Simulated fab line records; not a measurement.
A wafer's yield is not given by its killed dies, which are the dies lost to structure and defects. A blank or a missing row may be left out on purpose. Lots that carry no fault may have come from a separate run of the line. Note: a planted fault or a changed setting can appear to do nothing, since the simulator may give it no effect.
2 desks, one fault :: flow sky130 :: each desk holds nothing but its own numbers, with what lay behind them at the end

== THE TOOL OWNER'S DESK: furnace-02 ==
The tool's own readings at SKY_GATE_OXIDE_OXIDATION_01 (stabilise 600 s, purge 300 s, target thk 10.268 nm): means of the sampled wafers that have a number, for each lot that ran on this tool. A lot is out of limits, marked OUT, if its mean lies more than 4 standard deviations from the usual mean; the brackets give that distance.
Columns: A = spike_tc_bottom_C at SKY_GATE_OXIDE_OXIDATION_01, usual 920.2 C; B = spike_tc_centre_C at SKY_GATE_OXIDE_OXIDATION_01, usual 899.0 C; C = spike_tc_lower_C at SKY_GATE_OXIDE_OXIDATION_01, usual 900.2 C; D = spike_tc_upper_C at SKY_GATE_OXIDE_OXIDATION_01, usual 901.5 C; E = tube_center_temp_C at SKY_GATE_OXIDE_OXIDATION_01, usual 900 C; F = tube_center_temp_C_max at SKY_GATE_OXIDE_OXIDATION_01, usual 902.3
lot: L913
first seen here: day 12 12:23
A: 921.8
B: 898.1
C: 902.2
D: 901.3
E: 900
F: 902.1

lot: L914
first seen here: day 12 20:26
A: 922.5
B: 898.3
C: 900.9
D: 901.8
E: 900
F: 902.4

lot: L917
first seen here: day 13 17:46
A: 922.7
B: 900.2
C: 901.0
D: 901.6
E: 900
F: 902.2

lot: L918
first seen here: day 14 03:59
A: 922.5
B: 898.6
C: 900.9
D: 900.9
E: 900
F: 902.6

lot: L919
first seen here: day 14 21:46
A: 921.8
B: 899.5
C: 901.5
D: 901.7
E: 900
F: 902.1

lot: L920
first seen here: day 14 21:46
A: 921.4
B: 898.3
C: 901.6
D: 901.5
E: 900
F: 902.3

lot: L921
first seen here: day 15 10:10
A: 921.3
B: 897.0
C: 899.7
D: 901.6
E: 900
F: 902.4

lot: L926
first seen here: day 16 22:59
A: 921.5
B: 898.7
C: 900.9
D: 901.5
E: 900
F: 902.4

lot: L928
first seen here: day 17 12:57
A: 922.4
B: 898.4
C: 901.5
D: 902.5
E: 900
F: 901.9

lot: L932
first seen here: day 19 06:13
A: 929.8 (+4.2) OUT
B: 907.0 (+7.3) OUT
C: 909.3 (+6.5) OUT
D: 909.9 (+8.4) OUT
E: 908 (+99 or more) OUT
F: 910.4 (+23) OUT

lot: L934
first seen here: day 20 02:32
A: 930.4 (+4.4) OUT
B: 907.3 (+7.5) OUT
C: 908.5 (+6.0) OUT
D: 910.0 (+8.5) OUT
E: 908 (+99 or more) OUT
F: 910.6 (+23) OUT
Finding of this desk: L932, L934 out of limits; the first was L932 at day 19 06:13, on spike_tc_bottom_C at SKY_GATE_OXIDE_OXIDATION_01. Within limits: L913, L914, L917, L918, L919, L920, L921, L926, L928.

== AT THE METROLOGY DESK ==
What the gauges read for every lot (on any tool): the sampled wafers with a number, averaged. A lot is out of limits, marked OUT, if its mean lies more than 4 standard deviations from the usual mean; the brackets give that distance.
Columns: A = GATE_OXIDE_OXIDATION_00_THK at SKY_GATE_OXIDE_THK_MEAS_02, usual 10.28 nm
lot: L913
first seen here: day 12 13:47
A: 10.35

lot: L914
first seen here: day 12 21:50
A: 10.35

lot: L915
first seen here: day 13 10:03
A: 10.14

lot: L917
first seen here: day 13 19:11
A: 10.56

lot: L918
first seen here: day 14 05:25
A: 10.25

lot: L919
first seen here: day 14 23:11
A: 10.33

lot: L920
first seen here: day 14 23:11
A: 10.46

lot: L921
first seen here: day 15 11:35
A: 10.06

lot: L922
first seen here: day 15 19:50
A: 10.18

lot: L926
first seen here: day 17 00:24
A: 10.31

lot: L928
first seen here: day 17 14:22
A: 10.18

lot: L932
first seen here: day 19 07:37
A: 11.40 (+7.5) OUT

lot: L934
first seen here: day 20 03:56
A: 11.32 (+7.0) OUT

lot: L936
first seen here: day 21 12:19
A: 10.09
Per this desk, out of limits: L932, L934; the first was L932, day 19 07:37 (GATE_OXIDE_OXIDATION_00_THK at SKY_GATE_OXIDE_THK_MEAS_02). Within limits: L913, L914, L915, L917, L918, L919, L920, L921, L922, L926, L928, L936.

== ALL TOGETHER ==
The tool owner's desk could have raised an alarm at day 19 06:13, on L932, L934.
L932, L934 would have let the metrology desk raise an alarm at day 19 07:37.
On furnace-02, each named lot ran SKY_GATE_OXIDE_OXIDATION_01.

== WHAT THE SIMULATOR HAD INSERTED ==
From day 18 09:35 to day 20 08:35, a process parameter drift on furnace-02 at SKY_GATE_OXIDE_OXIDATION_01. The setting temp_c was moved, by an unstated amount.
Lots struck among those shown: L932, L934.
Delay (hours) between the fault's onset and each desk's first out-of-limits reading: 21 at the tool owner's desk, 22 at the metrology desk.
